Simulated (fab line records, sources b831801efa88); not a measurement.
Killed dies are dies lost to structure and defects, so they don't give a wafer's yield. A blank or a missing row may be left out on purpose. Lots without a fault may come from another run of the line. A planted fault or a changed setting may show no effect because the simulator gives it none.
Problem report in the 8D (eight disciplines) form, filled by code | flow sky130 | the parts of the form that need people (team, actions taken, sign-off) are left out

1. THE PROBLEM
SD_P_TW at SKY_SD_P_TW_MEAS_11 reads a mean of 30 on 6 wafers of 2 lots; wafers without a fault read 2811 with a standard deviation of 18. That is -99 or more standard deviations from the usual mean.
First seen on wafer L954.1, day 28 01:40, on film_metro-02. The record holds 42 wafers of 14 lots with a number at this step. Rule for "out", or "out of limits": more than 4 standard deviations from the usual mean. The other wafers with a number count as sound.

2. WHAT IT IS AND WHAT IT IS NOT
question                    | is                           | is not
which readings at this step | SD_P_TW                      | -
which lots                  | L954, L956                   | L948, L949, L951, L953, L955, L960, L964, L965, L966, L968, L969, L970
which wafers of those lots  | all that have a number       | -
read on which gauges        | film_metro-01, film_metro-02 | film_metro-03
when                        | from day 28 01:40            | up to then (15 sound wafers); but 21 sound wafers of L960, L964, L965, L966, L968, L969, L970 came after

3. SUSPECTS, AND WHAT RULES EACH OUT
Counting: a tool at a process step up to the reading stays a suspect if it ran every lot that is out and no sound lot after the first of them.
- the gauge at SKY_SD_P_TW_MEAS_11: ruled out. The wafers that are out were read on 2 gauges (film_metro-01, film_metro-02).
- implanter-03 at SKY_SD_P_IMPLANT_09: ruled out as a lasting fault. Sound lots L964, L965, L969 ran on it after its first lot that is out, L954 (day 28 01:25).
Left after counting: nothing in the record.

4. THE CAUSE (what the simulator had put in)
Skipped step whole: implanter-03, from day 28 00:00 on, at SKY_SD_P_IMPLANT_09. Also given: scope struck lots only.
Counting ruled it out, wrongly: the rule takes a fault to strike every lot that its tool runs from its start on, and this one did not.

5. THE CHAIN OF EFFECTS, in route order
Each row: a reading whose mean over the struck wafers that have a number lies more than 3 standard deviations from the usual. Only readings for which the record gives a usual standard deviation are gone through. hours: the time from each lot's start at the first step in this table that gives one to its start at this step, as a median over the lots. sigmas: the change in usual standard deviations.
hours | step                | reading                  | usual        | on struck wafers | change | sigmas
0     | SKY_SD_P_STRIP_10   | oes_product_au           | 0.619 a.u.   | 0.718            | +0.099 | +21
0     | SKY_SD_P_STRIP_10   | strip_time_to_endpoint_s | 17.42 s      | 14.14            | -3.28  | -68
0     | SKY_SD_P_TW_MEAS_11 | SD_P_TW                  | 2811         | 30               | -2781  | -99 or more
57    | SKY_SD_N_RS_MEAS_17 | SD_P_RS                  | 148.1 ohm/sq | 132.8            | -15.3  | -51
The process steps in it:
- SKY_SD_P_STRIP_10: strips in O2/N2.
Readings that are blank on the struck wafers while sound wafers have them: beam_energy_keV at SKY_SD_P_IMPLANT_09; beam_on_s at SKY_SD_P_IMPLANT_09.
Later measuring or inspecting steps at which every struck wafer that the step has a row for has a number for every such reading, and none has moved that far: SKY_SD_N_OVL_MEAS_08.

6. WHAT WOULD HAVE CAUGHT IT SOONER
In this record the first reading out of limits at a measuring or inspecting step was taken at day 28 01:40, 2 hours after the fault began at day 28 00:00.
At SKY_SD_P_IMPLANT_09 the tool's readings are blank on the struck wafers, where sound wafers have them: an empty tool record is the first sign, and it was there at once.
